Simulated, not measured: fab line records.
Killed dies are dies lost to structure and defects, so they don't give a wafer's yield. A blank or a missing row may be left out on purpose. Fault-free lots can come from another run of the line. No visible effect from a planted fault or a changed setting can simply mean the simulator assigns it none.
Struck lot and sound lot, side by side -- flow sky130 -- 16 steps out of a route of 708
Sound: wafers L233.3, L233.4, L233.6. Struck: wafers L244.1, L244.5 (left out: L244.6, a lot-mate that was not struck); the cause follows at the end.
Order at every step that has rows: each side's tool, ch and its chambers, its first start. Under that, the readings that differ: sound wafers -- struck wafers -- difference of the means -- sigmas: that difference in standard deviations of wafers without a fault.
alike: readings with means less than 2 such deviations apart, plus words and numbers identical on both sides. not compared: withheld readings, readings lacking a value on some wafer, bounds such as >300 that could conceal the same value, and numbers that have no deviation in the record and whose values overlap.
A row with sigmas, a row that says differs or no value, or rows on one side alone: a step with any of these is where the two part. Numbers that don't overlap but have no deviation are shown without sigmas and don't part them. Lack of a reading on every wafer of one side parts them only where that side has two or more wafers.

first, 2 steps without rows for these wafers: SKY_METAL4_PEB_11; SKY_METAL4_DEVELOP_12 (develop time 60 s).
SKY_METAL4_CD_MEAS_13: the cd target is 300 nm.
  struck on cd_sem-02, day 47 16:46; sound on cd_sem-01, day 45 03:31
  alike: cd_nm
SKY_METAL4_OVL_MEAS_14:
  struck on overlay-02, day 47 16:53; sound on overlay-01, day 45 03:36
  alike: METAL4_OVL
SKY_METAL4_DESCUM_15: chemistry O2, time 8 s.
  sound on rie_metal-03 ch 0,1, day 45 03:38; struck on rie_metal-03 ch 1, day 47 16:55
  alike: drypump_motor_current_A, oes_product_au
  not compared: rf_hours_counter_h
then, 1 step without rows for these wafers: SKY_METAL4_ETCH_16 (etches BARC in N2/H2, stops on SiO2, time 88.2 s, target depth 60 nm).
SKY_METAL4_ETCH_17: etches SiO2 in C4F8/O2/Ar, stops on TiN, time 3.9 s, target depth 15 nm.
  sound on rie_diel-04 ch 0,1, day 45 03:45; struck on rie_diel-03 ch 2,3, day 47 17:11
  alike: oes_product_au
  not compared: rf_hours_counter_h
SKY_METAL4_METAL_ETCH_18: etches the open film in Cl2/BCl3, stops on SiO2, target depth 845 nm, time 183.1 s.
  sound on rie_metal-02 ch 0,1, day 45 03:50; struck on rie_metal-02 ch 0, day 47 17:12
  alike: drypump_motor_current_A, oes_product_au, throttle_valve_pct
  not compared: rf_hours_counter_h
SKY_METAL4_STRIP_19: strips in O2/N2.
  sound on plasma_asher-04 ch 0,1, day 45 03:59; struck on plasma_asher-04 ch 1, day 47 17:23
  alike: drypump_motor_current_A, oes_product_au, strip_time_to_endpoint_s
  not compared: rf_hours_counter_h
then, 3 steps without rows for these wafers: SKY_METAL4_STRIP_20 (strips in post etch residue remover, time 1200 s); SKY_METAL4_CLEAN_21 (cleans in IPA, time 180 s); SKY_METAL4_CLEAN_22 (cleans in O3/DIW).
SKY_VIA4_HDPCVD_00: deposits SiO2, target thk 1750 nm, time 291.7 s.
  sound on hdpcvd-02 ch 0,1, day 45 04:32; struck on hdpcvd-02 ch 1, day 47 17:58
reading,sound,struck,difference,sigmas
sih4_flow_sccm (sccm),60.08 60.17 59.86,71.80 71.98,+11.85,+66
model.SiO2_of_VIA4_HDPCVD_00.thk_nm (nm),1763 1754 1772,2090 2093,+328,
SKY_VIA4_THK_MEAS_01:
  struck on film_metro-04, day 47 18:09; sound on film_metro-02, day 45 04:44
reading,sound,struck,difference,sigmas
VIA4_HDPCVD_THK (nm),1762 1754 1771,2089 2093,+329,+18
SKY_VIA4_CMP_02: polishes SiO2.
  sound on cmp-01 ch 0,1,2, day 45 04:50; struck on cmp-02 ch 2,3, day 47 18:22
  alike: head_pressure_psi, motor_current_A
-- the record jumps here: 3 days lie between the struck wafers' starts before and after (it left off in module VIA4 and takes up again in module PAD_OPEN, whose first step shown is number 708 of the route) --
SKY_PAD_OPEN_PROBE_99:
  struck on prober-02, day 50 21:29; sound on prober-01, day 48 19:07
  alike: defect_limited_yield, killed_at_M0_to_M3, killed_at_M4_up, killed_at_contacts, killed_at_front_end, killed_at_other, killed_dies, killed_open, killed_short, sort_bin_3_pad_short, sort_bin_5_function, sort_bin_6_memory, sort_n_pass, sort_yield_pct

== WHERE THEY PART ==
Last at SKY_VIA4_THK_MEAS_01 as far as this record goes, first at SKY_VIA4_HDPCVD_00. Later steps at which nothing parts them and some readings are alike: SKY_VIA4_CMP_02, SKY_PAD_OPEN_PROBE_99.

WHY: the cause the simulator had injected
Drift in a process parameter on hdpcvd-02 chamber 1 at SKY_VIA4_HDPCVD_00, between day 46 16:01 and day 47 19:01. Setting sih4_flow_sccm, moved by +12, from 60. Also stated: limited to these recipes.
